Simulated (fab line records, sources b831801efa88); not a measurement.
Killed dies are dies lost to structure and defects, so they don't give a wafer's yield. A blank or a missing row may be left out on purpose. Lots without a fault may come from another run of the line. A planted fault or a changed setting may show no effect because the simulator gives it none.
fab line records | flow sky130
record lots=13 wafers=39 last_day=52
route steps=708 shown SONOS_ONO@183 POLY_GATE@205 RES_PROTECT@210 PAD_OPEN@708
lots that met no fault: from a run of the same line without faults
start_h: hours from the record's first day to the start of the lot's first wafer shown | wait_h: hours since the lot's step before | " the same as in the row above | L1.1+2: a row that stands for several wafers | - no value, or no start given | * or withheld: withheld | < > ~ a bound
route shown NAME@n: a module of which the file shows steps, and the number in the route of the first | usual: mean/standard deviation of fault-free wafers | same: alike in all rows | chamber/n: place in a boat | sites: the reading at each site | _std_site: their standard deviation | _edge_site: outer sites' mean less inner sites' | radius_mm: how far each site lies from the wafer's centre | mask NAME#n: copy n | behind: the tool/chamber that last shaped the wafer | hold: why the lot was held/for how many hours/how that ended | device: the transistor (n, p or np) that didn't switch | end of line: the same wafers' tests at the end of the route | a step without rows: its recipe alone | killed: dies lost to structure and defects at the first sort, not the wafer's yield | map: a wafer's dies, x killed, . not, _ none there
set.NAME: the setting as run; set.NAME@STEP: as run at that earlier step | model.NAME: the simulator's own value behind a step, which no gauge read
steps of the route over a sample of lots; a table a step, a row a wafer
services: from which hour (start_h, from the record's first day; less than 0 if before it) a tool's chamber was out of use, for how many hours, and why
## steps
# step SKY_SONOS_ONO_ETCH_15
# recipe target_depth_nm=19.52 chemistry=CHF3/O2 source_w=600 bias_w=200 pressure_mtorr=40 chf3_flow_sccm=50 O2_flow_sccm=5 time_s=7.8
# usual drypump_motor_current_A=6.0/0.7 oes_product_au=1.001/0.01 throttle_valve_pct=8.825/0.0085
# columns lot.wafer tool chamber start_h wait_h drypump_motor_current_A oes_product_au rf_hours_counter_h throttle_valve_pct
L464.1 rie_diel-01 0 236.89 0.0 5.3 0.983 11 8.833
L464.3 " 1 " " 6.1 1.003 5 8.828
L464.6 " 0 " " 5.3 0.982 - 8.818
L465.1 rie_diel-02 1 247.34 0.0 5.2 0.998 92 8.832
L465.3 " 3 " " 6.7 1.004 90 8.824
L465.4 " 0 " " 6.6 0.985 97 8.814
L469.2 rie_diel-02 0 276.11 0.0 6.6 1.005 97 8.822
L469.4 " 3 " " 6.7 1.010 90 8.832
L469.6 " 0 " " 6.6 0.993 - 8.811
L470.2 rie_diel-04 3 284.69 0.0 5.8 1.009 5 8.815
L470.3 " 2 " " 5.2 0.995 23 8.832
L470.4 " 1 " " 6.4 1.005 - 8.828
L471.2 rie_diel-01 3 286.94 0.0 4.6 0.998 4 8.822
L471.4 " 2 " " 6.5 1.011 39 8.818
L471.5 " 1 " " 6.2 0.999 - 8.825
L475.1 rie_diel-01 2 310.99 0.0 6.5 1.001 39 8.829
L475.3 " 3 " " 4.6 0.998 5 8.834
L475.4 " 0 " " 5.3 0.984 13 8.806
L476.1 rie_diel-02 2 313.31 0.0 6.5 0.998 126 8.840
L476.4 " 1 " " 5.2 0.993 94 8.819
L476.6 " 0 " " 6.7 0.996 - 8.837
L477.1 rie_diel-04 1 322.91 0.0 6.4 1.016 10 8.834
L477.2 " 2 " " 5.2 0.990 23 8.812
L477.5 " 0 " " 6.4 0.993 - 8.814
L479.1 rie_diel-02 1 340.54 0.0 5.2 1.005 94 8.834
L479.3 " 0 " " 6.6 1.001 99 8.827
L479.6 " 1 " " 5.2 0.997 - 8.824
L482.2 rie_diel-01 3 552.21 0.0 4.6 1.011 8 8.829
L482.3 " 0 " " 5.3 0.985 17 8.815
L482.4 " 2 " " 6.5 1.022 43 8.844
L481.2 rie_diel-02 1 554.29 0.0 5.2 1.008 1 8.830
L481.4 " 1 " " 5.2 1.014 - 8.832
L481.6 " 3 " " 6.7 1.014 - 8.844
L485.2 rie_diel-01 2 554.59 0.0 6.5 1.021 43 8.827
L485.3 " 0 " " 5.3 0.997 17 8.812
L485.5 " 0 " " 5.3 0.988 - 8.823
L484.2 rie_diel-02 0 555.31 0.0 6.7 1.002 1 8.827
L484.4 " 3 " " 6.7 1.011 1 8.831
L484.6 " 3 " " 6.7 1.003 - 8.829
# step SKY_POLY_GATE_THK_MEAS_01
# recipe reads=poly-Si_of_POLY_GATE_CVD_00
# usual POLY_GATE_CVD_00_THK=180.4/1.8
# columns lot.wafer tool chamber start_h wait_h POLY_GATE_CVD_00_THK[nm]
L464.1 film_metro-04 - 272.54 0.0 178.4
L464.3 " - " " 179.5
L464.6 " - " " 178.3
L465.1 film_metro-02 - 281.06 0.0 179.8
L465.3 " - " " 178.4
L465.4 " - " " 178.1
L469.2 film_metro-02 - 307.67 0.0 180.1
L469.4 " - " " 181.7
L469.6 " - " " 180.0
L470.2 film_metro-04 - 316.28 0.0 179.9
L470.3 " - " " 179.3
L470.4 " - " " 178.6
L471.2 film_metro-04 - 320.39 0.0 179.9
L471.4 " - " " 180.5
L471.5 " - " " 179.1
L475.1 film_metro-04 - 341.39 0.0 179.1
L475.3 " - " " 180.4
L475.4 " - " " 179.1
L476.1 film_metro-01 - 345.38 0.0 181.7
L476.4 " - " " 182.1
L476.6 " - " " 181.1
L477.1 film_metro-02 - 355.53 0.0 179.6
L477.2 " - " " 180.4
L477.5 " - " " 178.5
L479.1 film_metro-02 - 378.93 0.0 179.6
L479.3 " - " " 182.2
L479.6 " - " " 180.9
L482.2 film_metro-04 - 585.99 0.0 182.1
L482.3 " - " " 181.8
L482.4 " - " " 181.6
L481.2 film_metro-01 - 587.52 0.0 186.2
L481.4 " - " " 185.2
L481.6 " - " " 185.5
L484.2 film_metro-01 - 589.92 0.0 180.9
L484.4 " - " " 181.3
L484.6 " - " " 181.8
L485.2 film_metro-04 - 589.92 0.0 179.0
L485.3 " - " " 179.6
L485.5 " - " " 181.4
# step SKY_RES_PROTECT_EXPOSE_04
# recipe mask_id=RPM na=0.6 source_shape=conventional sigma_outer=0.6 polarization=unpolarized target_cd_nm=1270 dose_mj=131
# columns lot.wafer tool chamber start_h wait_h mask
L464.1+3+6 iline_stepper-02 0 283.66 - RPM#0
L465.1+3+4 iline_stepper-01 0 293.78 - RPM#0
L469.2+4+6 iline_stepper-01 0 320.35 - NTM#0
L470.2+3+4 iline_stepper-01 0 329.16 - RPM#0
L471.2+4+5 iline_stepper-02 0 332.81 - RPM#0
L475.1+3+4 iline_stepper-02 0 355.26 - RPM#0
L476.1+4+6 iline_stepper-01 0 359.11 - RPM#0
L477.1+2+5 iline_stepper-02 0 369.53 - RPM#0
L479.1+3+6 iline_stepper-01 0 392.36 - RPM#0
L482.2+3+4 iline_stepper-01 0 599.83 - RPM#0
L481.2+4+6 iline_stepper-01 0 600.98 - RPM#0
L484.2+4+6 iline_stepper-01 0 602.93 - RPM#0
L485.2+3+5 iline_stepper-02 0 603.17 - RPM#0
# step SKY_RES_PROTECT_TW_MEAS_08
# usual POLY_GATE_TW=4028/38
# columns lot.wafer tool chamber start_h wait_h POLY_GATE_TW
L464.1 film_metro-03 - 295.51 0.1 4078
L464.3 " - " " 4066
L464.6 " - " " 4097
L465.1 film_metro-02 - 305.21 0.1 4025
L465.3 " - " " 4010
L465.4 " - " " 4004
L469.2 film_metro-04 - 332.80 0.1 30
L469.4 " - " " 30
L469.6 " - " " 30
L470.2 film_metro-02 - 342.07 0.1 3980
L470.3 " - " " 3977
L470.4 " - " " 3988
L471.2 film_metro-02 - 345.92 0.1 3977
L471.4 " - " " 4009
L471.5 " - " " 3975
L475.1 film_metro-03 - 368.89 0.1 4059
L475.3 " - " " 4058
L475.4 " - " " 4082
L476.1 film_metro-02 - 373.66 0.1 4007
L476.4 " - " " 4009
L476.6 " - " " 4009
L477.1 film_metro-03 - 384.11 0.1 4057
L477.2 " - " " 4070
L477.5 " - " " 4072
L479.1 film_metro-04 - 407.31 0.1 3981
L479.3 " - " " 3933
L479.6 " - " " 3954
L482.2 film_metro-02 - 613.92 0.1 3989
L482.3 " - " " 4011
L482.4 " - " " 4018
L481.2 film_metro-04 - 615.32 0.1 4011
L481.4 " - " " 4009
L481.6 " - " " 4017
L484.2 film_metro-02 - 617.57 0.1 4027
L484.4 " - " " 4001
L484.6 " - " " 4020
L485.2 film_metro-02 - 617.87 0.1 4022
L485.3 " - " " 4008
L485.5 " - " " 4011
# step SKY_POLY_GATE_THK_MEAS_04
# recipe reads=Si3N4_of_POLY_GATE_CVD_03
# usual POLY_GATE_CVD_03_THK=74.8/0.63
# columns lot.wafer tool chamber start_h wait_h POLY_GATE_CVD_03_THK[nm]
L464.1 film_metro-02 - 297.06 0.0 74.9
L464.3 " - " " 75.0
L464.6 " - " " 75.4
L465.1 film_metro-01 - 306.68 0.0 74.7
L465.3 " - " " 74.3
L465.4 " - " " 74.8
L469.2 film_metro-04 - 336.56 0.0 75.1
L469.4 " - " " 75.6
L469.6 " - " " 75.2
L470.2 film_metro-01 - 344.92 0.0 76.1
L470.3 " - " " 75.5
L470.4 " - " " 76.1
L471.2 film_metro-02 - 347.39 0.0 75.1
L471.4 " - " " 74.9
L471.5 " - " " 75.0
L475.1 film_metro-02 - 370.35 0.0 75.7
L475.3 " - " " 75.2
L475.4 " - " " 75.7
L476.1 film_metro-01 - 376.70 0.0 74.2
L476.4 " - " " 74.1
L476.6 " - " " 74.2
L477.1 film_metro-04 - 386.20 0.0 73.8
L477.2 " - " " 73.9
L477.5 " - " " 74.0
L479.1 film_metro-04 - 409.84 0.0 75.6
L479.3 " - " " 75.2
L479.6 " - " " 75.4
L482.2 film_metro-01 - 615.38 0.0 74.9
L482.3 " - " " 74.9
L482.4 " - " " 75.2
L481.2 film_metro-02 - 617.79 0.0 74.8
L481.4 " - " " 74.3
L481.6 " - " " 74.6
L484.2 film_metro-01 - 619.15 0.0 75.4
L484.4 " - " " 74.9
L484.6 " - " " 75.2
L485.2 film_metro-02 - 620.51 0.0 73.9
L485.3 " - " " 74.4
L485.5 " - " " 73.5
# step SKY_PAD_OPEN_PROBE_99
# usual killed_at_M0_to_M3=43/7 killed_at_M4_up=2.7/1.6 killed_at_contacts=24/5.3 killed_at_front_end=16/4.6 killed_at_other=0.3/0.53 killed_dies=86/9.3 killed_open=47/6.9 killed_short=38/6.1
# same gross_dies=492 killed_at_back_side=0
# columns lot.wafer tool chamber start_h wait_h killed_at_M0_to_M3 killed_at_M4_up killed_at_contacts killed_at_front_end killed_at_other killed_dies killed_open killed_short
L464.1 prober-01 - 1042.01 0.1 39 2 25 15 0 81 49 32
L464.3 prober-01 - 1042.11 0.2 40 5 25 19 0 89 46 43
L464.6 prober-01 - 1042.26 0.2 39 0 22 8 0 69 46 23
L470.2 prober-01 - 1077.31 0.1 47 2 24 13 0 86 53 33
L470.3 prober-01 - 1077.36 0.2 47 2 24 12 0 85 44 41
L470.4 prober-01 - 1077.41 0.2 54 3 21 12 0 90 43 47
L471.2 prober-01 - 1080.36 0.1 49 3 18 27 0 97 61 36
L471.4 prober-01 - 1080.46 0.2 45 2 31 16 0 94 51 43
L471.5 prober-01 - 1080.51 0.2 42 3 35 29 0 109 56 53
L476.1 prober-01 - 1098.91 0.1 64 2 19 9 0 94 56 38
L476.4 prober-01 - 1099.06 0.2 41 3 39 12 0 95 56 39
L476.6 prober-01 - 1099.16 0.2 52 2 22 11 1 88 52 36
L479.1 prober-02 - 1116.71 0.1 50 5 29 11 0 95 55 40
L479.3 prober-02 - 1116.81 0.2 50 2 20 18 0 90 61 29
L479.6 prober-02 - 1116.96 0.2 49 4 27 18 0 98 55 42
L484.2 prober-02 - 1242.17 0.1 47 1 29 13 1 91 42 49
L484.4 prober-02 - 1242.27 0.2 40 3 31 20 0 94 57 36
L484.6 prober-02 - 1242.37 0.2 43 6 27 20 0 96 52 43
# killed by level:class
L464.1 CONTACT:geometric_particle:open=11 VIA1:geometric_particle:open=9 LI_CONTACT:geometric_particle:open=9 VIA3:geometric_particle:open=7 METAL1:geometric_particle:short=6 POLY_GATE:geometric_particle:short=5 METAL2:geometric_particle:short=5 VIA1:geometric_particle:short=4
L464.3 CONTACT:geometric_particle:open=12 VIA1:geometric_particle:short=10 VIA1:geometric_particle:open=8 LI_CONTACT:geometric_particle:open=6 VIA3:geometric_particle:open=6 METAL4:geometric_particle:short=5 POLY_GATE:geometric_particle:short=5 FIELD_ISO:geometric_particle:open=4
L464.6 VIA1:geometric_particle:open=12 CONTACT:geometric_particle:open=9 LI_CONTACT:geometric_particle:open=8 VIA1:geometric_particle:short=5 VIA3:geometric_particle:open=5 LI_CONTACT:geometric_particle:short=4 FIELD_ISO:geometric_particle:open=3 METAL2:geometric_particle:short=3
L470.2 VIA1:geometric_particle:open=17 CONTACT:geometric_particle:open=9 CONTACT:geometric_particle:short=6 LI_CONTACT:geometric_particle:open=5 VIA2:geometric_particle:open=5 VIA1:geometric_particle:short=5 METAL2:geometric_particle:short=5 VIA3:geometric_particle:open=5
L470.3 VIA1:geometric_particle:open=10 VIA3:geometric_particle:open=8 CONTACT:geometric_particle:short=6 VIA2:geometric_particle:open=6 LI_CONTACT:geometric_particle:open=5 CONTACT:geometric_particle:open=5 METAL1:geometric_particle:short=5 VIA3:geometric_particle:short=5
L470.4 VIA1:geometric_particle:open=9 METAL1:geometric_particle:short=9 CONTACT:geometric_particle:open=8 VIA3:geometric_particle:open=8 VIA2:geometric_particle:open=7 VIA3:geometric_particle:short=6 LOCAL_INTERCONNECT:geometric_particle:short=5 METAL2:geometric_particle:short=5
L471.2 VIA1:geometric_particle:open=14 FIELD_ISO:geometric_particle:open=7 LI_CONTACT:geometric_particle:open=6 CONTACT:geometric_particle:open=6 VIA2:geometric_particle:open=6 VIA3:geometric_particle:open=6 FIELD_ISO:geometric_particle:short=4 POLY_GATE:geometric_particle:short=4
L471.4 VIA1:geometric_particle:open=14 CONTACT:geometric_particle:open=10 LI_CONTACT:geometric_particle:open=8 VIA3:geometric_particle:open=7 VIA1:geometric_particle:short=6 LI_CONTACT:geometric_particle:short=5 METAL2:geometric_particle:short=5 METAL1:geometric_particle:short=4
L471.5 VIA1:geometric_particle:open=11 CONTACT:geometric_particle:open=10 POLY_GATE:geometric_particle:short=9 POLY_GATE:geometric_particle:open=8 LOCAL_INTERCONNECT:geometric_particle:short=8 VIA2:geometric_particle:open=7 VIA3:geometric_particle:open=6 CONTACT:geometric_particle:short=6
L476.1 VIA3:geometric_particle:open=12 VIA1:geometric_particle:open=12 CONTACT:geometric_particle:open=9 VIA1:geometric_particle:short=8 METAL1:geometric_particle:short=7 VIA2:geometric_particle:open=6 LI_CONTACT:geometric_particle:open=6 METAL3:geometric_particle:short=5
L476.4 CONTACT:geometric_particle:open=16 LI_CONTACT:geometric_particle:open=12 VIA3:geometric_particle:open=8 VIA2:geometric_particle:open=8 METAL2:geometric_particle:short=6 CONTACT:geometric_particle:short=5 VIA1:geometric_particle:open=5 LOCAL_INTERCONNECT:geometric_particle:short=4
L476.6 VIA1:geometric_particle:open=16 VIA3:geometric_particle:open=11 LI_CONTACT:geometric_particle:open=7 METAL1:geometric_particle:short=6 VIA1:geometric_particle:short=5 METAL2:geometric_particle:short=5 FIELD_ISO:geometric_particle:open=4 POLY_GATE:geometric_particle:open=4
L479.1 VIA1:geometric_particle:open=12 CONTACT:geometric_particle:open=10 LI_CONTACT:geometric_particle:open=9 VIA2:geometric_particle:open=9 VIA3:geometric_particle:short=5 CONTACT:geometric_particle:short=5 METAL2:geometric_particle:short=5 VIA3:geometric_particle:open=4
L479.3 VIA1:geometric_particle:open=15 VIA2:geometric_particle:open=9 CONTACT:geometric_particle:open=8 LI_CONTACT:geometric_particle:open=7 VIA3:geometric_particle:open=6 FIELD_ISO:geometric_particle:short=5 POLY_GATE:geometric_particle:open=4 LOCAL_INTERCONNECT:geometric_particle:short=4
L479.6 VIA1:geometric_particle:open=14 CONTACT:geometric_particle:open=9 LI_CONTACT:geometric_particle:open=8 FIELD_ISO:geometric_particle:open=7 VIA1:geometric_particle:short=7 VIA2:geometric_particle:open=6 VIA3:geometric_particle:open=6 FIELD_ISO:geometric_particle:short=5
L484.2 LI_CONTACT:geometric_particle:open=13 VIA1:geometric_particle:short=9 LOCAL_INTERCONNECT:geometric_particle:short=7 VIA1:geometric_particle:open=7 METAL3:geometric_particle:short=6 VIA3:geometric_particle:open=6 VIA2:geometric_particle:open=5 POLY_GATE:geometric_particle:short=4
L484.4 CONTACT:geometric_particle:open=13 LI_CONTACT:geometric_particle:open=9 VIA3:geometric_particle:open=8 POLY_GATE:geometric_particle:open=6 VIA1:geometric_particle:open=5 LI_CONTACT:geometric_particle:short=5 METAL2:geometric_particle:short=5 METAL3:geometric_particle:short=5
L484.6 CONTACT:geometric_particle:open=11 VIA2:geometric_particle:open=8 LI_CONTACT:geometric_particle:open=7 FIELD_ISO:geometric_particle:open=6 METAL4:geometric_particle:short=6 VIA1:geometric_particle:open=6 METAL1:geometric_particle:short=5 METAL2:geometric_particle:short=5
## services
# columns tool chamber start_h hours kind
iline_stepper-02 - 245.26 1.7 pm
rie_diel-01 3 264.84 12.6 repair
rie_diel-02 1 290.49 3.5 repair
iline_stepper-01 - 302.33 2.1 pm
iline_stepper-02 - 304.62 2.2 repair
rie_diel-02 - 319.60 17.0 repair
rie_diel-02 0 320.64 7.1 repair
iline_stepper-01 - 338.50 5.1 repair
rie_diel-01 1 357.60 6.2 repair
rie_diel-02 0 361.09 4.0 repair
rie_diel-02 3 370.25 6.6 repair
rie_diel-01 - 386.06 14.6 pm
iline_stepper-01 - 394.89 1.7 pm
iline_stepper-01 - 415.98 2.8 repair
rie_diel-02 2 418.52 5.8 repair
iline_stepper-02 - 463.50 1.7 pm
rie_diel-02 0 489.55 4.7 repair
rie_diel-02 3 493.92 3.6 repair
iline_stepper-01 - 503.62 21.8 repair
iline_stepper-01 - 525.39 4.3 pm
rie_diel-02 2 551.09 3.6 repair
rie_diel-02 1 563.42 1.5 repair
rie_diel-02 - 578.38 2.8 pm
iline_stepper-01 - 589.28 0.6 repair
## key
first_sign step=SKY_RES_PROTECT_EXPOSE_04 reading=mask direction=changed
effect step=SKY_RES_PROTECT_TW_MEAS_08 reading=POLY_GATE_TW direction=down sigmas=99+ usual=4028 struck=30
met_at SKY_RES_PROTECT_EXPOSE_04
struck_lots L469
tester_left_out L469
not_acting_at SKY_SONOS_ONO_ETCH_15,SKY_POLY_GATE_THK_MEAS_01,SKY_POLY_GATE_THK_MEAS_04
onset_between 293.78 320.35
fault kind=wrong_mask tool=any chamber=- onset_h=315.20 steps=SKY_RES_PROTECT_EXPOSE_04 aux_copy=NTM#0 scope=struck_lots_only
# tester_left_out: of these lots the tester's yield and bins aren't shown, on N5 and GAA mostly nor the transistor test; their killed dies are dies lost to structure and defects alone, not to doping, threshold or leakage, so they don't give the yield
